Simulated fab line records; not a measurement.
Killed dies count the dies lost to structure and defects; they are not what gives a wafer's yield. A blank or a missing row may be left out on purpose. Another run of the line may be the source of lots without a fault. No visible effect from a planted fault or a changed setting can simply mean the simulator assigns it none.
What tool caused it?    flow sky130    Sampling: 11 lots, 33 wafers, 5 of 708 route steps

== WHAT THE GAUGES READ, wafer by wafer ==
SKY_VT_ADJUST_NCORE_TW_MEAS_11.
lot   measured      on             VT_ADJUST_NCORE_TW
L375  day 9 04:43   film metro-03  217.6 218.9 218.8
L376  day 9 12:22   film metro-03  216.9 218.8 218.7
L378  day 10 04:19  film metro-04  218.1 218.0 217.7
L379  day 10 15:50  film metro-01  220.8 219.7 219.5
L380  day 11 00:26  film metro-01  220.9 221.4 221.2
L381  day 11 03:53  film metro-01  221.9 220.8 220.8
L384  day 12 00:48  film metro-04  217.9 218.8 218.2
L385  day 12 03:55  film metro-03  217.8 218.1 218.2
L394  day 14 20:19  film metro-01  231.0 230.4 231.0
L395  day 15 04:15  film metro-03  230.2 230.4 231.2
L396  day 15 07:28  film metro-03  219.6 218.4 217.6

== WHAT TOOL EACH LOT RAN ON (gives the tool, then ch and the chambers of the sampled wafers, and finally the start) ==
lot   SKY_NWELL_RTA_28                  SKY_VT_ADJUST_HVTP_STRIP_10           SKY_VT_ADJUST_NCORE_IMPLANT_09   SKY_VT_ADJUST_NCORE_STRIP_10
L375  rtp anneal-02 ch 0, day 5 18:28   plasma asher-01 ch 0,1, day 6 13:58   implanter-02 ch 0, day 9 04:29   plasma asher-02 ch 0,1, day 9 04:37
L376  rtp anneal-01 ch 0, day 6 01:54   plasma asher-01 ch 0,1, day 6 21:10   implanter-01 ch 0, day 9 12:10   plasma asher-04 ch 0,1, day 9 12:16
L378  rtp anneal-01 ch 0, day 6 15:10   plasma asher-01 ch 0,1, day 7 11:25   implanter-02 ch 0, day 10 04:05  plasma asher-01 ch 0,1, day 10 04:13
L379  rtp anneal-01 ch 0, day 6 23:59   plasma asher-04 ch 0,1, day 7 20:56   implanter-01 ch 0, day 10 15:37  plasma asher-04 ch 0,1, day 10 15:44
L380  rtp anneal-02 ch 0, day 7 07:08   plasma asher-03 ch 0,1, day 8 05:13   implanter-03 ch 0, day 11 00:11  plasma asher-02 ch 1, day 11 00:20
L381  rtp anneal-01 ch 0, day 7 11:17   plasma asher-01 ch 0,1, day 8 08:50   implanter-02 ch 0, day 11 03:38  plasma asher-02 ch 0,1, day 11 03:47
L384  rtp anneal-02 ch 0, day 8 05:42   plasma asher-04 ch 0,1, day 9 03:02   implanter-01 ch 0, day 12 00:34  plasma asher-01 ch 0,1, day 12 00:41
L385  rtp anneal-01 ch 0, day 8 09:00   plasma asher-01 ch 1, day 9 06:20     implanter-03 ch 0, day 12 03:40  plasma asher-02 ch 0,1, day 12 03:48
L394  rtp anneal-01 ch 0, day 10 19:38  plasma asher-04 ch 0,1, day 11 19:10  implanter-02 ch 0, day 14 20:04  plasma asher-01 ch 0,1, day 14 20:13
L395  rtp anneal-02 ch 0, day 10 23:03  plasma asher-01 ch 0,1, day 11 23:11  implanter-02 ch 0, day 15 04:01  plasma asher-04 ch 0,1, day 15 04:08
L396  rtp anneal-02 ch 0, day 11 02:43  plasma asher-03 ch 0,1, day 12 02:14  implanter-01 ch 0, day 15 07:14  plasma asher-02 ch 0,1, day 15 07:22
- SKY_NWELL_RTA_28: time 30 s.
- SKY_VT_ADJUST_HVTP_STRIP_10: strips in O2/N2.
- SKY_VT_ADJUST_NCORE_IMPLANT_09
- SKY_VT_ADJUST_NCORE_STRIP_10: strips in O2/N2.

== AS READ BY THE TOOLS THEMSELVES (means over the sampled wafers that have a number; for cases with no such wafer, the mark the record gives instead) ==
SKY_NWELL_RTA_28.
lot   tool           lamp power pct (%)  ramp up c per s  wafer_temp_C_max
L375  rtp anneal-02  25.29               150.00           1055.0
L376  rtp anneal-01  25.31               149.98           1054.4
L378  rtp anneal-01  25.31               150.00           1055.8
L379  rtp anneal-01  25.34               150.03           1054.9
L380  rtp anneal-02  25.31               149.99           1055.2
L381  rtp anneal-01  25.30               149.97           1054.7
L384  rtp anneal-02  25.29               149.98           1054.6
L385  rtp anneal-01  25.35               150.00           1054.2
L394  rtp anneal-01  25.33               150.02           1054.5
L395  rtp anneal-02  25.27               150.00           1054.0
L396  rtp anneal-02  25.35               149.99           1054.9

SKY_VT_ADJUST_HVTP_STRIP_10.
lot   tool             drypump motor current A (A)  n2 flow sccm (sccm)  oes product au (a.u.)  strip time to endpoint s (s)
L375  plasma asher-01  6.1                          300.0                0.713                  14.27
L376  plasma asher-01  6.1                          299.6                0.718                  14.24
L378  plasma asher-01  6.0                          299.6                0.714                  14.26
L379  plasma asher-04  5.3                          300.4                0.718                  14.28
L380  plasma asher-03  5.6                          300.7                0.712                  14.28
L381  plasma asher-01  6.0                          300.7                0.718                  14.27
L384  plasma asher-04  5.5                          299.9                0.715                  14.29
L385  plasma asher-01  5.9                          298.9                0.713                  14.27
L394  plasma asher-04  5.3                          300.6                0.715                  14.25
L395  plasma asher-01  6.0                          300.4                0.714                  14.25
L396  plasma asher-03  5.6                          300.3                0.716                  14.23

SKY_VT_ADJUST_NCORE_IMPLANT_09.
lot   tool          beam energy keV
L375  implanter-02  9.996
L376  implanter-01  10.003
L378  implanter-02  10.002
L379  implanter-01  10.003
L380  implanter-03  10.000
L381  implanter-02  9.999
L384  implanter-01  9.999
L385  implanter-03  10.001
L394  implanter-02  12.555
L395  implanter-02  12.557
L396  implanter-01  10.005

SKY_VT_ADJUST_NCORE_STRIP_10.
lot   tool             drypump motor current A (A)  n2 flow sccm (sccm)  oes product au (a.u.)  strip time to endpoint s (s)
L375  plasma asher-02  5.93                         299.9                0.712                  14.14
L376  plasma asher-04  5.45                         300.4                0.718                  14.17
L378  plasma asher-01  6.04                         300.8                0.715                  14.12
L379  plasma asher-04  5.28                         300.6                0.713                  14.22
L380  plasma asher-02  5.72                         299.5                0.714                  14.14
L381  plasma asher-02  5.83                         300.1                0.720                  14.13
L384  plasma asher-01  6.00                         300.9                0.721                  14.19
L385  plasma asher-02  5.82                         299.8                0.716                  14.22
L394  plasma asher-01  6.01                         300.0                0.716                  14.14
L395  plasma asher-04  5.44                         300.3                0.712                  14.11
L396  plasma asher-02  5.89                         299.6                0.715                  14.13

== THE ANSWER, worked out from the rows above alone ==
Rule: what is usual is taken from the lots themselves. The widest of any qualifying gaps counts: lots, ordered by their means at a reading, are off when they make up no more than a third of the lots, leave a main group of 4 or more, and stand apart from it by 3 or more times the standard deviation of that group's means. A main group whose means are all the same, to the digits that the tables above print for the reading, isn't used. Also off: a lot with no number at a reading for which 4 or more lots have one. Where the step has rows for the other lots, those lots are counted as sound. The gauges are gone through in route order, then the tools' own readings, and for those a lot's mean is taken as printed above. The first step at which some lot is off is used, and at that step the reading that is off furthest; a lot without a number counts as furthest.
Off: at SKY_VT_ADJUST_NCORE_TW_MEAS_11 (VT_ADJUST_NCORE_TW), L394, L395. Main group: mean 219.1, sd 1.3.
If a tool, at a process step before that reading, ran all the lots that are off and no sound lot after the first of them, it fits. Not tried: the gauges at SKY_VT_ADJUST_NCORE_TW_MEAS_11; whatever is off there is also off at SKY_VT_ADJUST_NCORE_IMPLANT_09, on other tools, and gauge error can't account for it. One fits: implanter-02 at SKY_VT_ADJUST_NCORE_IMPLANT_09. Its last sound lot is L381 (day 11 03:38), its first lot that is off L394 (day 14 20:04): a fault that began between those two fits.
The tool's own readings at SKY_VT_ADJUST_NCORE_IMPLANT_09 bear it out: on the lots that are off they differ by more than 5 times the standard deviation of the sound lots' means. beam energy keV reads 12.556 there against 10.001 on the sound lots.

== WHAT THE SIMULATOR HAD PUT IN ==
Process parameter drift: implanter-02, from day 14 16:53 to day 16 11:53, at SKY_VT_ADJUST_NCORE_IMPLANT_09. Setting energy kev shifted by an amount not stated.
Shown lots that were struck: L394, L395. The rule given above showed the same thing.
